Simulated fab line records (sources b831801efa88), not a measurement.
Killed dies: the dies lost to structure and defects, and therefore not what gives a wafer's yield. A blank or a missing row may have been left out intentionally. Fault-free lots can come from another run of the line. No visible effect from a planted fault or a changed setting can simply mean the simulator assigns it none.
fab line records + flow gf180mcu
record
- lots=14
- wafers=42
- last_day=34
route steps=602 shown SAB@274 SALICIDE@282 CONTACT@298
lots untouched by any fault: they come from a run of this same line in which no faults occurred
start_h: start of the lot's first displayed wafer, in hours after the record's first day + wait_h: hours from the lot's prior step to this one + " as in the row above + L1.1+2: one row covering several wafers at once + - no value, or no start was given + * or withheld: withheld + < > ~ a bound
route shown NAME@n: names a module that has steps shown in the file, with the first one's number in the route + usual: mean and standard deviation over wafers with no fault + same: alike in all rows + chamber/n: place in a boat + sites: each site's reading + _std_site: standard deviation across them + _edge_site: inner sites' mean taken away from outer sites' mean + radius_mm: for every site, how far away it sits from the centre of the wafer + mask NAME#n: copy n + behind: tool/chamber where the wafer was last shaped + hold: cause of the lot's hold/its duration in hours/its outcome + device: transistor that didn't switch, given as n, p or np + end of line: the route-end tests of the same wafers + a step given without rows: its recipe and nothing more + killed: the dies lost at the first sort to structure and to defects; this is not the yield of the wafer + map: a wafer's dies, marking killed ones x, the rest . and places with no die _
set.NAME: the setting as run; set.NAME@STEP: as run at that earlier step + model.NAME: the simulator's own value behind a step, which no gauge read
one table for each step of the route and one row for each wafer, over a sample of lots
services: from which hour (start_h, from the record's first day; less than 0 if before it) a tool's chamber was out of use, for how many hours, and why
## steps
# step GF_SAB_OVL_MEAS_10
# usual
- SAB_OVL=-0.5/1.2
| lot.wafer | tool       | chamber | start_h | wait_h | SAB_OVL[nm] |
|-----------|------------|---------|---------|--------|-------------|
| L671.1    | overlay-02 | -       | 332.09  | 0.1    | -1.8        |
| L671.3    | "          | -       | "       | "      | 0.8         |
| L671.6    | "          | -       | "       | "      | 0.2         |
| L672.2    | overlay-02 | -       | 335.90  | 0.1    | -0.5        |
| L672.4    | "          | -       | "       | "      | -0.1        |
| L672.6    | "          | -       | "       | "      | -2.2        |
| L673.2    | overlay-02 | -       | 345.35  | 0.1    | -1.5        |
| L673.4    | "          | -       | "       | "      | -1.5        |
| L673.6    | "          | -       | "       | "      | -2.6        |
| L676.2    | overlay-01 | -       | 382.10  | 0.1    | 0.4         |
| L676.3    | "          | -       | "       | "      | -2.2        |
| L676.6    | "          | -       | "       | "      | -1.1        |
| L677.1    | overlay-02 | -       | 395.29  | 0.1    | -1.5        |
| L677.5    | "          | -       | "       | "      | -0.8        |
| L677.6    | "          | -       | "       | "      | -0.5        |
| L679.1    | overlay-02 | -       | 418.59  | 0.1    | 1.4         |
| L679.3    | "          | -       | "       | "      | -1.8        |
| L679.5    | "          | -       | "       | "      | -3.9        |
| L680.2    | overlay-02 | -       | 427.84  | 0.1    | -0.1        |
| L680.4    | "          | -       | "       | "      | -1.6        |
| L680.5    | "          | -       | "       | "      | 0.4         |
| L681.3    | overlay-02 | -       | 440.45  | 0.1    | -1.9        |
| L681.5    | "          | -       | "       | "      | -1.6        |
| L681.6    | "          | -       | "       | "      | -1.4        |
| L682.1    | overlay-01 | -       | 451.45  | 0.1    | 1.0         |
| L682.3    | "          | -       | "       | "      | -0.6        |
| L682.6    | "          | -       | "       | "      | 1.3         |
| L683.1    | overlay-02 | -       | 452.95  | 0.1    | -0.9        |
| L683.4    | "          | -       | "       | "      | 0.0         |
| L683.5    | "          | -       | "       | "      | 1.7         |
| L684.4    | overlay-02 | -       | 461.87  | 0.1    | -0.6        |
| L684.5    | "          | -       | "       | "      | -1.0        |
| L684.6    | "          | -       | "       | "      | -0.9        |
| L692.4    | overlay-02 | -       | 514.37  | 0.1    | 1.8         |
| L692.5    | "          | -       | "       | "      | -0.9        |
| L692.6    | "          | -       | "       | "      | 1.3         |
| L693.3    | overlay-01 | -       | 523.11  | 0.1    | -1.6        |
| L693.4    | "          | -       | "       | "      | -0.4        |
| L693.5    | "          | -       | "       | "      | 0.4         |
| L694.2    | overlay-01 | -       | 531.96  | 0.1    | -1.1        |
| L694.4    | "          | -       | "       | "      | 0.4         |
| L694.5    | "          | -       | "       | "      | -1.2        |
# step GF_SALICIDE_RS_MEAS_04
# recipe
- thk_meas_gauge=four-point-probe
- reads=TiN_of_SALICIDE_SPUTTER_03+Co_of_SALICIDE_SPUTTER_02
# usual
- SALICIDE_TIN_RS=16.5/0.36
| lot.wafer | tool          | chamber | start_h | wait_h | SALICIDE_TIN_RS[ohm/sq] |
|-----------|---------------|---------|---------|--------|-------------------------|
| L671.1    | film_metro-03 | -       | 332.53  | 0.0    | 16.2                    |
| L671.3    | "             | -       | "       | "      | 16.2                    |
| L671.6    | "             | -       | "       | "      | 16.1                    |
| L672.2    | film_metro-01 | -       | 336.38  | 0.0    | 16.9                    |
| L672.4    | "             | -       | "       | "      | 16.8                    |
| L672.6    | "             | -       | "       | "      | 16.9                    |
| L673.2    | film_metro-02 | -       | 345.82  | 0.0    | 16.8                    |
| L673.4    | "             | -       | "       | "      | 16.7                    |
| L673.6    | "             | -       | "       | "      | 16.6                    |
| L676.2    | film_metro-01 | -       | 382.55  | 0.0    | 16.1                    |
| L676.3    | "             | -       | "       | "      | 16.1                    |
| L676.6    | "             | -       | "       | "      | 16.5                    |
| L677.1    | film_metro-03 | -       | 395.72  | 0.0    | 16.1                    |
| L677.5    | "             | -       | "       | "      | 16.2                    |
| L677.6    | "             | -       | "       | "      | 16.0                    |
| L679.1    | film_metro-03 | -       | 419.02  | 0.0    | 16.7                    |
| L679.3    | "             | -       | "       | "      | 16.5                    |
| L679.5    | "             | -       | "       | "      | 16.5                    |
| L680.2    | film_metro-01 | -       | 428.43  | 0.0    | 16.6                    |
| L680.4    | "             | -       | "       | "      | 16.7                    |
| L680.5    | "             | -       | "       | "      | 16.3                    |
| L681.3    | film_metro-01 | -       | 440.91  | 0.1    | 15.9                    |
| L681.5    | "             | -       | "       | "      | 15.8                    |
| L681.6    | "             | -       | "       | "      | 16.1                    |
| L682.1    | film_metro-03 | -       | 451.88  | 0.0    | 16.6                    |
| L682.3    | "             | -       | "       | "      | 16.9                    |
| L682.6    | "             | -       | "       | "      | 16.8                    |
| L683.1    | film_metro-03 | -       | 453.39  | 0.0    | 15.8                    |
| L683.4    | "             | -       | "       | "      | 16.0                    |
| L683.5    | "             | -       | "       | "      | 16.1                    |
| L684.4    | film_metro-03 | -       | 462.34  | 0.1    | 15.8                    |
| L684.5    | "             | -       | "       | "      | 15.8                    |
| L684.6    | "             | -       | "       | "      | 15.9                    |
| L692.4    | film_metro-03 | -       | 514.84  | 0.1    | 16.7                    |
| L692.5    | "             | -       | "       | "      | 16.4                    |
| L692.6    | "             | -       | "       | "      | 16.2                    |
| L693.3    | film_metro-03 | -       | 523.58  | 0.1    | 16.7                    |
| L693.4    | "             | -       | "       | "      | 16.8                    |
| L693.5    | "             | -       | "       | "      | 17.0                    |
| L694.2    | film_metro-02 | -       | 532.40  | 0.0    | 16.7                    |
| L694.4    | "             | -       | "       | "      | 16.8                    |
| L694.5    | "             | -       | "       | "      | 16.8                    |
# step GF_SALICIDE_RTA_06
# recipe
- temp_c=530
- time_s=30
- ambient=N2
# usual
- chamber_o2_ppm=2.005/0.026
- lamp_power_pct=7.0/0.38
- wafer_temp_C_max=533.5/0.71
| lot.wafer | tool          | chamber | start_h | wait_h | chamber_o2_ppm | lamp_power_pct | wafer_temp_C_max |
|-----------|---------------|---------|---------|--------|----------------|----------------|------------------|
| L671.1    | rtp_anneal-01 | 0       | 332.71  | 0.1    | 2.023          | 6.7            | 534.7            |
| L671.3    | "             | 0       | "       | "      | 1.999          | 6.7            | 533.8            |
| L671.6    | "             | 0       | "       | "      | 1.981          | 6.7            | 532.9            |
| L672.2    | rtp_anneal-01 | 0       | 336.55  | 0.1    | 2.010          | 6.7            | 533.5            |
| L672.4    | "             | 0       | "       | "      | 2.035          | 6.7            | 532.6            |
| L672.6    | "             | 0       | "       | "      | 2.022          | 6.7            | 533.8            |
| L673.2    | rtp_anneal-02 | 0       | 345.99  | 0.1    | 2.022          | 7.4            | 533.8            |
| L673.4    | "             | 0       | "       | "      | 1.991          | 7.4            | 534.6            |
| L673.6    | "             | 0       | "       | "      | 2.023          | 7.4            | 533.5            |
| L676.2    | rtp_anneal-02 | 0       | 382.72  | 0.1    | 1.964          | 7.4            | 533.4            |
| L676.3    | "             | 0       | "       | "      | 1.975          | 7.4            | 533.0            |
| L676.6    | "             | 0       | "       | "      | 1.983          | 7.4            | 534.1            |
| L677.1    | rtp_anneal-02 | 0       | 395.90  | 0.1    | 2.004          | 7.4            | 533.3            |
| L677.5    | "             | 0       | "       | "      | 1.979          | 7.4            | 533.5            |
| L677.6    | "             | 0       | "       | "      | 2.034          | 7.4            | 533.4            |
| L679.1    | rtp_anneal-02 | 0       | 419.20  | 0.1    | 2.001          | 7.4            | 534.3            |
| L679.3    | "             | 0       | "       | "      | 2.023          | 7.4            | 533.6            |
| L679.5    | "             | 0       | "       | "      | 1.988          | 7.4            | 533.0            |
| L680.2    | rtp_anneal-02 | 0       | 428.60  | 0.1    | 2.051          | 7.4            | 533.9            |
| L680.4    | "             | 0       | "       | "      | 2.017          | 7.4            | 534.1            |
| L680.5    | "             | 0       | "       | "      | 2.056          | 7.4            | 532.4            |
| L681.3    | rtp_anneal-01 | 0       | 441.08  | 0.1    | 2.040          | 6.7            | 533.4            |
| L681.5    | "             | 0       | "       | "      | 2.008          | 6.7            | 532.1            |
| L681.6    | "             | 0       | "       | "      | 2.048          | 6.7            | 532.3            |
| L682.1    | rtp_anneal-01 | 0       | 452.06  | 0.1    | 2.054          | 6.7            | 534.2            |
| L682.3    | "             | 0       | "       | "      | 2.028          | 6.7            | 533.7            |
| L682.6    | "             | 0       | "       | "      | 2.057          | 6.7            | 532.6            |
| L683.1    | rtp_anneal-01 | 0       | 453.57  | 0.1    | 2.000          | 6.7            | 533.2            |
| L683.4    | "             | 0       | "       | "      | 2.000          | 6.7            | 532.5            |
| L683.5    | "             | 0       | "       | "      | 1.986          | 6.7            | 534.0            |
| L684.4    | rtp_anneal-01 | 0       | 462.51  | 0.1    | 1.979          | 6.7            | 532.8            |
| L684.5    | "             | 0       | "       | "      | 1.950          | 6.7            | 533.0            |
| L684.6    | "             | 0       | "       | "      | 1.990          | 6.7            | 532.7            |
| L692.4    | rtp_anneal-02 | 0       | 515.01  | 0.1    | 1.988          | 7.4            | 533.1            |
| L692.5    | "             | 0       | "       | "      | 2.015          | 7.4            | 533.5            |
| L692.6    | "             | 0       | "       | "      | 1.987          | 7.4            | 533.4            |
| L693.3    | rtp_anneal-02 | 0       | 523.75  | 0.1    | 2.008          | 7.4            | 534.1            |
| L693.4    | "             | 0       | "       | "      | 1.981          | 7.4            | 532.9            |
| L693.5    | "             | 0       | "       | "      | 2.001          | 7.4            | 533.3            |
| L694.2    | rtp_anneal-01 | 0       | 532.58  | 0.1    | 1.966          | 6.7            | 533.5            |
| L694.4    | "             | 0       | "       | "      | 1.984          | 6.7            | 533.0            |
| L694.5    | "             | 0       | "       | "      | 2.014          | 6.7            | 533.2            |
# step GF_CONTACT_EXPOSE_11
# recipe
- mask_id=Contact
- target_cd_nm=220
- na=0.68
- source_shape=conventional
- sigma_outer=0.6
- dose_mj=38
# usual
- exposure_dose_mJ_cm2=38.16/0.18
- focus_offset_nm=0.0/0.56
- sigma_outer=0.6/0
| lot.wafer | tool           | chamber | start_h | wait_h | mask      | exposure_dose_mJ_cm2 | focus_offset_nm | sigma_outer |
|-----------|----------------|---------|---------|--------|-----------|----------------------|-----------------|-------------|
| L671.1    | krf_scanner-02 | 0       | 344.56  | -      | Contact#0 | 38.34                | -0.5            | 0.6         |
| L671.3    | "              | 0       | "       | "      | Contact#0 | 38.37                | 0.6             | 0.6         |
| L671.6    | "              | 0       | "       | "      | Contact#0 | 38.40                | -1.1            | 0.6         |
| L672.2    | krf_scanner-02 | 0       | 347.34  | -      | Contact#0 | 38.39                | 0.0             | 0.6         |
| L672.4    | "              | 0       | "       | "      | Contact#0 | 38.37                | -0.2            | 0.6         |
| L672.6    | "              | 0       | "       | "      | Contact#0 | 38.38                | -0.9            | 0.6         |
| L673.2    | krf_scanner-01 | 0       | 357.96  | -      | Contact#0 | 38.02                | -0.8            | 0.6         |
| L673.4    | "              | 0       | "       | "      | Contact#0 | 37.94                | 0.2             | 0.6         |
| L673.6    | "              | 0       | "       | "      | Contact#0 | 37.97                | 0.1             | 0.6         |
| L676.2    | krf_scanner-01 | 0       | 393.88  | -      | Contact#0 | 38.00                | -0.7            | 0.6         |
| L676.3    | "              | 0       | "       | "      | Contact#0 | 38.02                | 0.0             | 0.6         |
| L676.6    | "              | 0       | "       | "      | Contact#0 | 38.00                | 0.0             | 0.6         |
| L677.1    | krf_scanner-02 | 0       | 408.94  | -      | Contact#0 | 38.31                | 1.2             | 0.6         |
| L677.5    | "              | 0       | "       | "      | Contact#0 | 38.35                | 1.1             | 0.6         |
| L677.6    | "              | 0       | "       | "      | Contact#0 | 38.25                | 0.4             | 0.6         |
| L679.1    | krf_scanner-01 | 0       | 432.84  | -      | Contact#0 | 38.07                | -0.6            | 0.6         |
| L679.3    | "              | 0       | "       | "      | Contact#0 | 38.07                | -0.3            | 0.6         |
| L679.5    | "              | 0       | "       | "      | Contact#0 | 38.03                | -0.1            | 0.6         |
| L680.2    | krf_scanner-02 | 0       | 441.13  | -      | Contact#0 | 38.33                | 0.6             | 0.6         |
| L680.4    | "              | 0       | "       | "      | Contact#0 | 38.34                | -0.4            | 0.6         |
| L680.5    | "              | 0       | "       | "      | Contact#0 | 38.35                | 0.5             | 0.6         |
| L681.3    | krf_scanner-01 | 0       | 455.33  | -      | Contact#0 | 37.97                | 0.1             | 0.6         |
| L681.5    | "              | 0       | "       | "      | Contact#0 | 38.02                | -0.8            | 0.6         |
| L681.6    | "              | 0       | "       | "      | Contact#0 | 37.98                | -0.5            | 0.6         |
| L682.1    | krf_scanner-01 | 0       | 464.92  | -      | Contact#0 | 38.00                | -0.7            | 0.6         |
| L682.3    | "              | 0       | "       | "      | Contact#0 | 37.98                | -0.6            | 0.6         |
| L682.6    | "              | 0       | "       | "      | Contact#0 | 37.99                | -0.6            | 0.6         |
| L683.1    | krf_scanner-01 | -       | 465.67  | -      | Contact#0 | -                    | -               | -           |
| L683.4    | "              | -       | "       | "      | Contact#0 | -                    | -               | -           |
| L683.5    | "              | -       | "       | "      | Contact#0 | -                    | -               | -           |
| L684.4    | krf_scanner-02 | -       | 476.26  | -      | Contact#0 | -                    | -               | -           |
| L684.5    | "              | -       | "       | "      | Contact#0 | -                    | -               | -           |
| L684.6    | "              | -       | "       | "      | Contact#0 | -                    | -               | -           |
| L692.4    | krf_scanner-01 | 0       | 528.48  | -      | Contact#0 | 38.01                | -0.2            | 0.6         |
| L692.5    | "              | 0       | "       | "      | Contact#0 | 37.93                | 0.6             | 0.6         |
| L692.6    | "              | 0       | "       | "      | Contact#0 | 37.99                | -0.7            | 0.6         |
| L693.3    | krf_scanner-02 | 0       | 536.53  | -      | Contact#0 | 38.34                | 0.7             | 0.6         |
| L693.4    | "              | 0       | "       | "      | Contact#0 | 38.31                | 1.0             | 0.6         |
| L693.5    | "              | 0       | "       | "      | Contact#0 | 38.37                | 0.0             | 0.6         |
| L694.2    | krf_scanner-02 | 0       | 544.15  | -      | Contact#0 | 38.33                | 0.7             | 0.6         |
| L694.4    | "              | 0       | "       | "      | Contact#0 | 38.30                | -0.1            | 0.6         |
| L694.5    | "              | 0       | "       | "      | Contact#0 | 38.35                | 1.1             | 0.6         |
## services
| tool           | chamber | start_h | hours | kind        |
|----------------|---------|---------|-------|-------------|
| krf_scanner-01 | 0       | 311.08  | -     | calibration |
| krf_scanner-01 | -       | 323.78  | 1.0   | pm          |
| krf_scanner-02 | -       | 327.70  | 1.0   | pm          |
| krf_scanner-01 | -       | 377.43  | 0.8   | pm          |
| krf_scanner-01 | -       | 385.47  | 1.3   | pm          |
| rtp_anneal-02  | -       | 390.42  | 5.0   | pm          |
| krf_scanner-02 | -       | 391.45  | 4.0   | pm          |
| krf_scanner-02 | -       | 395.47  | 0.8   | pm          |
| krf_scanner-01 | -       | 406.70  | 4.4   | pm          |
| rtp_anneal-01  | -       | 422.55  | 7.1   | pm          |
| krf_scanner-02 | -       | 422.80  | 1.3   | pm          |
| krf_scanner-02 | 0       | 424.01  | -     | calibration |
| krf_scanner-01 | -       | 437.11  | 2.9   | repair      |
| krf_scanner-01 | -       | 473.65  | 4.0   | pm          |
| krf_scanner-01 | 0       | 485.41  | -     | calibration |
| krf_scanner-01 | -       | 492.78  | 1.0   | pm          |
| krf_scanner-02 | -       | 496.70  | 1.0   | pm          |
## key
first_sign
- step=GF_CONTACT_EXPOSE_11
- reading=tool_record
- direction=missing
effect none on later readings
met_at GF_CONTACT_EXPOSE_11
struck_lots L683,L684
later_rows_left_out L683.1,L683.4,L683.5,L684.4,L684.5,L684.6
sort_left_out L683.1,L683.4,L683.5,L684.4,L684.5,L684.6
tester_left_out L683,L684
not_acting_at GF_SAB_OVL_MEAS_10,GF_SALICIDE_RS_MEAS_04,GF_SALICIDE_RTA_06
onset_between 464.92 465.67
fault
- kind=skipped_step_whole
- tool=krf_scanner-01,krf_scanner-02
- chamber=-
- onset_h=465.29
- steps=GF_CONTACT_EXPOSE_11
- scope=struck_lots_only
# tester_left_out: of these lots the tester's yield and bins aren't shown, on N5 and GAA mostly nor the transistor test; their killed dies are dies lost to structure and defects alone, not to doping, threshold or leakage, so they don't give the yield
# sort_left_out: the simulated sort isn't trusted on such a fault, so these wafers' sort isn't shown, and their yield isn't known
# later_rows_left_out: the simulator's readings of these wafers behind a module that went badly wrong aren't trusted and aren't shown, but for the sort
